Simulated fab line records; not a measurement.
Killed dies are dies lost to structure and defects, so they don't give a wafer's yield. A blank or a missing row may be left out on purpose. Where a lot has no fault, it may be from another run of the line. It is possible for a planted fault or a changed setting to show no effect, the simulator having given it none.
fab line records ; flow sky130
record: lots: 5; wafers: 15; last_day: 50
route steps=708 shown VIA1@466 PAD_OPEN@708
lots that met no fault: taken from a fault-free run of the same line
start_h: hours from the record's opening day to when the first of the lot's shown wafers began ; wait_h: how many hours have passed since the lot's step before this one ; " as in the row above ; L1.1+2: a single row standing in for several wafers ; - value missing, or start not given ; * or withheld: withheld ; < > ~ a bound
route shown NAME@n: names a module that has steps shown in the file, with the first one's number in the route ; usual: the fault-free wafers' mean and standard deviation ; same: alike in all rows ; chamber/n: place in a boat ; sites: per-site readings ; _std_site: their standard deviation ; _edge_site: the outer-site mean with the inner-site mean subtracted ; radius_mm: for every site, how far away it sits from the centre of the wafer ; mask NAME#n: copy n ; behind: the tool/chamber that last shaped the wafer ; hold: why the lot went on hold/how many hours it stayed there/how the hold came to an end ; device: the n, p or np transistor that did not switch ; end of line: the tests these same wafers got at the end of their route ; a step with no rows: only its recipe ; killed: not the wafer's yield, but the dies lost to structure and defects at the first sort ; map: dies across one wafer; x = killed, . = not, _ = none there
set.NAME: the setting the step ran with; set.NAME@STEP: the setting that earlier step ran with ; model.NAME: the simulator's own value behind a step, which no gauge read
a table for each step, a row for each wafer; lots at some steps of the route
services: from which hour (start_h, from the record's first day; less than 0 if before it) a tool's chamber was out of use, for how many hours, and why
== steps ==
step: SKY_VIA1_SOFTBAKE_08
recipe: temp_c: 100; time_s: 90; resist: KrF-thick
step: SKY_VIA1_EXPOSE_09
recipe: mask_id: VIM; na: 0.8; source_shape: annular; sigma_inner: 0.55; sigma_outer: 0.85; target_cd_nm: 150; dose_mj: 38
step: SKY_VIA1_PEB_10
recipe: peb_temp_c: withheld; peb_time_s: withheld; resist: KrF-thick
step: SKY_VIA1_DEVELOP_11
recipe: develop_time_s: 60; resist: KrF-thick; dev_temp_c: 21
step: SKY_VIA1_CD_MEAS_12
recipe: target_cd_nm: 150
usual: cd_nm: 149.7/1.5
lot.wafer;tool;chamber;start_h;wait_h;cd_nm
L220.1;cd_sem-02;-;815.41;-;148.3
L220.4;cd_sem-02;-;815.41;-;149.6
L220.5;cd_sem-02;-;815.41;-;148.9
L231.1;cd_sem-01;-;919.63;-;149.8
L231.5;cd_sem-01;-;919.63;-;150.8
L231.6;cd_sem-01;-;919.63;-;149.7
L232.2;cd_sem-01;-;923.13;-;152.0
L232.3;cd_sem-01;-;923.13;-;152.5
L232.6;cd_sem-01;-;923.13;-;149.6
L237.1;cd_sem-02;-;935.81;-;147.9
L237.3;cd_sem-02;-;935.81;-;149.9
L237.6;cd_sem-02;-;935.81;-;149.5
L239.1;cd_sem-01;-;960.63;-;147.8
L239.2;cd_sem-01;-;960.63;-;146.7
L239.4;cd_sem-01;-;960.63;-;147.2
step: SKY_VIA1_OVL_MEAS_13
usual: VIA1_OVL: 0/5.8
lot.wafer;tool;chamber;start_h;wait_h;VIA1_OVL[nm]
L220.1;overlay-01;-;815.53;0.1;-8
L220.4;overlay-01;-;815.53;0.1;-6
L220.5;overlay-01;-;815.53;0.1;-12
L231.1;overlay-02;-;919.75;0.1;4
L231.5;overlay-02;-;919.75;0.1;1
L231.6;overlay-02;-;919.75;0.1;2
L232.2;overlay-02;-;923.23;0.1;-4
L232.3;overlay-02;-;923.23;0.1;-3
L232.6;overlay-02;-;923.23;0.1;-1
L237.1;overlay-02;-;935.93;0.1;-5
L237.3;overlay-02;-;935.93;0.1;2
L237.6;overlay-02;-;935.93;0.1;-9
L239.1;overlay-01;-;960.75;0.1;4
L239.2;overlay-01;-;960.75;0.1;8
L239.4;overlay-01;-;960.75;0.1;7
step: SKY_VIA1_ETCH_14
recipe: chemistry: N2/H2; target: BARC; ion_energy_ev: 200; source_w: 500; bias_w: 100; pressure_mtorr: 30; n2_flow_sccm: 100; h2_flow_sccm: 200; stop_on: SiO2; time_s: 45.9; target_depth_a: 600
usual: drypump_motor_current_A: 5.8/0.51; oes_product_au: 0.854/0.0052; throttle_valve_pct: 13.225/0.0087
lot.wafer;tool;chamber;start_h;wait_h;drypump_motor_current_A;oes_product_au;rf_hours_counter_h;throttle_valve_pct
L220.1;rie_diel-04;0;815.56;0.0;6.2;0.850;6;13.229
L220.4;rie_diel-04;2;815.56;0.0;5.5;0.860;15;13.226
L220.5;rie_diel-04;2;815.56;0.0;5.5;0.854;-;13.199
L231.1;rie_diel-02;2;919.79;0.0;6.3;0.851;5;13.224
L231.5;rie_diel-02;3;919.79;0.0;6.4;0.853;-;13.212
L231.6;rie_diel-02;0;919.79;0.0;5.4;0.861;-;13.222
L232.2;rie_diel-03;3;923.26;0.0;6.4;0.853;5;13.217
L232.3;rie_diel-03;2;923.26;0.0;5.1;0.858;17;13.227
L232.6;rie_diel-03;0;923.26;0.0;5.8;0.846;-;13.229
L237.1;rie_diel-04;2;935.96;0.0;5.5;0.860;17;13.221
L237.3;rie_diel-04;0;935.96;0.0;6.2;0.856;8;13.213
L237.6;rie_diel-04;2;935.96;0.0;5.6;0.855;-;13.237
L239.1;rie_diel-02;1;960.79;0.0;5.8;0.858;18;13.224
L239.2;rie_diel-02;2;960.79;0.0;6.3;0.849;6;13.227
L239.4;rie_diel-02;3;960.79;0.0;6.4;0.863;25;13.237
step: SKY_VIA1_ETCH_15
recipe: target: SiO2; chemistry: C4F8/O2/Ar; target_depth_nm: 351; stop_on: TiN; mask_material: KrF-thick; source_w: 1500; bias_w: 1200; pressure_mtorr: 40; c4f8_flow_sccm: withheld; O2_flow_sccm: 6; Ar_flow_sccm: 300; time_s: 54
usual: oes_product_au: 0.981/0.0058
lot.wafer;tool;chamber;start_h;wait_h;oes_product_au;rf_hours_counter_h
L220.1;rie_diel-04;0;815.60;0.0;0.983;6
L220.4;rie_diel-04;2;815.60;0.0;0.975;15
L220.5;rie_diel-04;2;815.60;0.0;0.981;-
L231.1;rie_diel-02;2;919.83;0.0;0.989;5
L231.5;rie_diel-02;3;919.83;0.0;0.995;-
L231.6;rie_diel-02;0;919.83;0.0;0.988;-
L232.2;rie_diel-03;3;923.31;0.0;0.992;5
L232.3;rie_diel-03;2;923.31;0.0;0.980;17
L232.6;rie_diel-03;0;923.31;0.0;0.987;-
L237.1;rie_diel-04;2;936.01;0.0;0.989;17
L237.3;rie_diel-04;0;936.01;0.0;0.992;8
L237.6;rie_diel-04;2;936.01;0.0;0.975;-
L239.1;rie_diel-02;1;960.83;0.0;0.963;18
L239.2;rie_diel-02;2;960.83;0.0;0.977;6
L239.4;rie_diel-02;3;960.83;0.0;0.987;25
step: SKY_VIA1_STRIP_16
recipe: chemistry: O2/N2; power_w: 1400; pressure_mtorr: 1500; platen_temp_c: withheld; o2_flow_sccm: 3000; n2_flow_sccm: 300; overash_fraction: 0.5
usual: drypump_motor_current_A: 5.7/0.33; oes_product_au: 0.416/0.0046; strip_time_to_endpoint_s: 4.461/0.023
lot.wafer;tool;chamber;start_h;wait_h;drypump_motor_current_A;oes_product_au;rf_hours_counter_h;strip_time_to_endpoint_s
L220.1;plasma_asher-03;0;815.65;0.0;5.7;0.422;40;4.438
L220.4;plasma_asher-03;1;815.65;0.0;6.0;0.422;-;4.506
L220.5;plasma_asher-03;0;815.65;0.0;5.8;0.416;-;4.480
L231.1;plasma_asher-03;1;919.88;0.0;6.0;0.420;50;4.468
L231.5;plasma_asher-03;1;919.88;0.0;6.0;0.412;-;4.456
L231.6;plasma_asher-03;0;919.88;0.0;5.8;0.419;-;4.473
L232.2;plasma_asher-03;1;923.35;0.0;6.0;0.410;50;4.433
L232.3;plasma_asher-03;1;923.35;0.0;6.0;0.412;-;4.439
L232.6;plasma_asher-03;0;923.35;0.0;5.7;0.415;-;4.406
L237.1;plasma_asher-01;1;936.05;0.0;5.8;0.408;77;4.447
L237.3;plasma_asher-01;1;936.05;0.0;5.8;0.420;-;4.426
L237.6;plasma_asher-01;0;936.05;0.0;5.3;0.424;-;4.448
L239.1;plasma_asher-03;1;960.88;0.0;6.0;0.409;55;4.461
L239.2;plasma_asher-03;0;960.88;0.0;5.7;0.413;55;4.449
L239.4;plasma_asher-03;1;960.88;0.0;6.0;0.412;-;4.456
step: SKY_VIA1_STRIP_17
recipe: chemistry: post_etch_residue_remover; time_s: 1200; temp_c: 72.5
step: SKY_VIA1_CLEAN_18
recipe: chemistry: IPA; time_s: 180; temp_c: 25
step: SKY_VIA1_CLEAN_19
recipe: chemistry: O3/DIW; dry: n2_spin
step: SKY_VIA1_SPUTTER_20
recipe: material: TiN; target_thk_nm: 20; chamber_pressure_pa: 5; power_w: 4000; time_s: 80
usual: chamber_pressure_pa: 4.999/0.0097; throttle_valve_pct: 29.8/0.74
lot.wafer;tool;chamber;start_h;wait_h;chamber_pressure_pa;throttle_valve_pct;model.TiN_of_VIA1_SPUTTER_20.thk_nm
L220.1;pvd_sputter-04;-;816.24;0.0;5.792;27.9;17.79
L220.4;pvd_sputter-04;-;816.24;0.0;5.007;30.2;20.34
L220.5;pvd_sputter-04;-;816.24;0.0;5.012;30.3;20.28
L231.1;pvd_sputter-01;-;920.48;0.0;4.985;29.4;20.19
L231.5;pvd_sputter-01;-;920.48;0.0;4.992;30.1;20.02
L231.6;pvd_sputter-01;-;920.48;0.0;5.000;29.3;20.13
L232.2;pvd_sputter-04;-;923.94;0.0;4.991;30.3;20.32
L232.3;pvd_sputter-04;-;923.94;0.0;5.009;28.8;19.87
L232.6;pvd_sputter-04;-;923.94;0.0;5.008;28.4;20.06
L237.1;pvd_sputter-01;-;936.64;0.0;4.995;29.5;20.36
L237.3;pvd_sputter-01;-;936.64;0.0;4.994;29.5;20.21
L237.6;pvd_sputter-01;-;936.64;0.0;5.004;29.8;20.4
L239.1;pvd_sputter-01;-;961.50;0.0;4.987;31.5;20.09
L239.2;pvd_sputter-01;-;961.50;0.0;5.001;29.3;20.22
L239.4;pvd_sputter-01;-;961.50;0.0;5.002;29.4;20.06
step: SKY_VIA1_CVD_21
recipe: material: W; target_thk_nm: 270; time_s: 80.902; temp_c: 400; pressure_torr: 41.17
usual: heater_power_w: 902/73
lot.wafer;tool;chamber;start_h;wait_h;heater_power_w
L220.1;cvd_w-01;1;816.30;0.0;969
L220.4;cvd_w-01;0;816.30;0.0;950
L220.5;cvd_w-01;0;816.30;0.0;949
L231.1;cvd_w-02;1;920.54;0.0;805
L231.5;cvd_w-02;0;920.54;0.0;964
L231.6;cvd_w-02;1;920.54;0.0;814
L232.2;cvd_w-02;1;924.09;0.1;809
L232.3;cvd_w-02;0;924.09;0.1;939
L232.6;cvd_w-02;0;924.09;0.1;921
L237.1;cvd_w-01;0;936.70;0.0;955
L237.3;cvd_w-01;0;936.70;0.0;950
L237.6;cvd_w-01;0;936.70;0.0;985
L239.1;cvd_w-02;1;961.56;0.0;816
L239.2;cvd_w-02;0;961.56;0.0;942
L239.4;cvd_w-02;0;961.56;0.0;921
step: SKY_PAD_OPEN_PROBE_99
usual: defect_limited_yield: 82.5/1.8; killed_at_M0_to_M3: 43/6.5; killed_at_M4_up: 3.1/1.8; killed_at_contacts: 24/4.8; killed_at_front_end: 15/4.7; killed_at_other: 0.3/0.58; killed_dies: 86/8.6; killed_open: 47/6.7; killed_short: 39/6.1; sort_bin_3_pad_short: 0.8/0.38; sort_bin_5_function: 10.4/1.3; sort_bin_6_memory: 6.2/1.1; sort_n_pass: 406/8.6; sort_yield_pct: 82.5/1.8
same: gross_dies: 492; killed_at_back_side: 0; sort_bin_4_leakage[%]: 0; sort_bin_8_speed[%]: 0
lot.wafer;tool;chamber;start_h;wait_h;defect_limited_yield[%];killed_at_M0_to_M3;killed_at_M4_up;killed_at_contacts;killed_at_front_end;killed_at_other;killed_dies;killed_open;killed_short;sort_bin_3_pad_short[%];sort_bin_5_function[%];sort_bin_6_memory[%];sort_n_pass;sort_yield_pct[%]
L220.1;prober-01;-;1095.91;0.1;82.3;35;3;27;22;0;87;49;38;1.2;8.3;8.1;405;82.3
L220.4;prober-01;-;1096.06;0.2;82.9;41;2;29;11;1;84;39;45;1.0;10.6;5.5;408;82.9
L220.5;prober-01;-;1096.11;0.2;82.3;37;1;31;18;0;87;45;42;1.4;10.2;6.1;405;82.3
L231.1;prober-01;-;1169.93;0.1;85.0;48;0;22;4;0;74;33;41;0.6;7.9;6.5;418;85.0
L231.5;prober-01;-;1170.13;0.2;85.0;39;2;25;8;0;74;49;25;0.2;10.2;4.7;418;85.0
L231.6;prober-01;-;1170.18;0.2;82.5;38;6;25;17;0;86;43;43;0;10.2;7.3;406;82.5
killed by level:class
L220.1 VIA1:geometric_particle:open=15 CONTACT:geometric_particle:open=13 FIELD_ISO:geometric_particle:short=6 POLY_GATE:geometric_particle:open=6 METAL1:geometric_particle:short=5 LI_CONTACT:geometric_particle:open=4 LOCAL_INTERCONNECT:geometric_particle:short=4 CONTACT:geometric_particle:short=4
L220.4 LI_CONTACT:geometric_particle:open=9 VIA1:geometric_particle:open=7 CONTACT:geometric_particle:open=7 METAL1:geometric_particle:short=7 VIA3:geometric_particle:open=6 LI_CONTACT:geometric_particle:short=5 CONTACT:geometric_particle:short=5 FIELD_ISO:geometric_particle:short=4
L220.5 LI_CONTACT:geometric_particle:open=12 CONTACT:geometric_particle:open=10 VIA1:geometric_particle:open=9 FIELD_ISO:geometric_particle:short=6 METAL1:geometric_particle:short=6 VIA1:geometric_particle:short=6 LI_CONTACT:geometric_particle:short=5 POLY_GATE:geometric_particle:short=4
L231.1 VIA1:geometric_particle:open=9 METAL1:geometric_particle:short=8 METAL2:geometric_particle:short=8 CONTACT:geometric_particle:open=7 VIA2:geometric_particle:short=5 METAL3:geometric_particle:short=5 LOCAL_INTERCONNECT:geometric_particle:open=4 LI_CONTACT:geometric_particle:open=4
L231.5 VIA1:geometric_particle:open=13 CONTACT:geometric_particle:open=11 LOCAL_INTERCONNECT:geometric_particle:short=6 VIA2:geometric_particle:open=5 LI_CONTACT:geometric_particle:open=4 METAL1:geometric_particle:open=4 VIA3:geometric_particle:open=4 FIELD_ISO:geometric_particle:short=3
L231.6 CONTACT:geometric_particle:open=10 VIA1:geometric_particle:open=10 VIA3:geometric_particle:open=5 METAL1:geometric_particle:short=5 METAL2:geometric_particle:short=5 VIA2:geometric_particle:open=5 METAL4:geometric_particle:short=5 FIELD_ISO:geometric_particle:short=4
== services ==
tool;chamber;start_h;hours;kind
pvd_sputter-01;2;792.05;-;consumable_replace:kit
pvd_sputter-01;2;792.05;18.0;scheduled_down
pvd_sputter-01;2;792.05;18.0;vent_cycle
cvd_w-01;-;834.73;0.8;repair
rie_diel-03;2;844.41;4.7;repair
pvd_sputter-01;-;851.09;0.8;repair
rie_diel-03;3;853.12;3.4;repair
rie_diel-02;-;855.19;0.4;repair
rie_diel-04;3;866.94;5.2;repair
cvd_w-02;0;871.85;29.1;repair
pvd_sputter-01;-;883.96;5.5;repair
pvd_sputter-01;-;886.09;6.2;repair
pvd_sputter-01;-;886.37;1.7;repair
rie_diel-02;3;900.27;12.8;repair
cvd_w-01;-;904.00;14.0;pm
cvd_w-01;-;918.00;14.6;pm
rie_diel-04;-;919.36;14.6;pm
plasma_asher-01;-;928.51;3.1;repair
rie_diel-04;1;936.10;18.6;repair
pvd_sputter-01;1;939.06;-;consumable_replace:kit
pvd_sputter-01;1;939.06;18.0;scheduled_down
rie_diel-04;3;940.46;3.5;repair
rie_diel-04;-;945.68;10.7;repair
rie_diel-02;3;950.20;2.3;repair
== key ==
first_sign: step: SKY_VIA1_SPUTTER_20; reading: chamber_pressure_pa; direction: up; sigmas: 82; usual: 4.999; struck: 5.792
effect none on later readings
model_effect: step: SKY_VIA1_SPUTTER_20; value: TiN_of_VIA1_SPUTTER_20.thk_nm; without: 20.32; struck: 17.79
met_at SKY_VIA1_SPUTTER_20
struck_wafers L220.1
fault: kind: process_parameter_drift; tool: pvd_sputter-04; chamber: -; onset_h: 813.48; steps: SKY_VIA1_SPUTTER_20; channel: chamber_pressure_pa; offset: 0.78936; shape: step; end_h: 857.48; acts_in: these_recipes_only; stated: 5; scope: struck_wafers_only
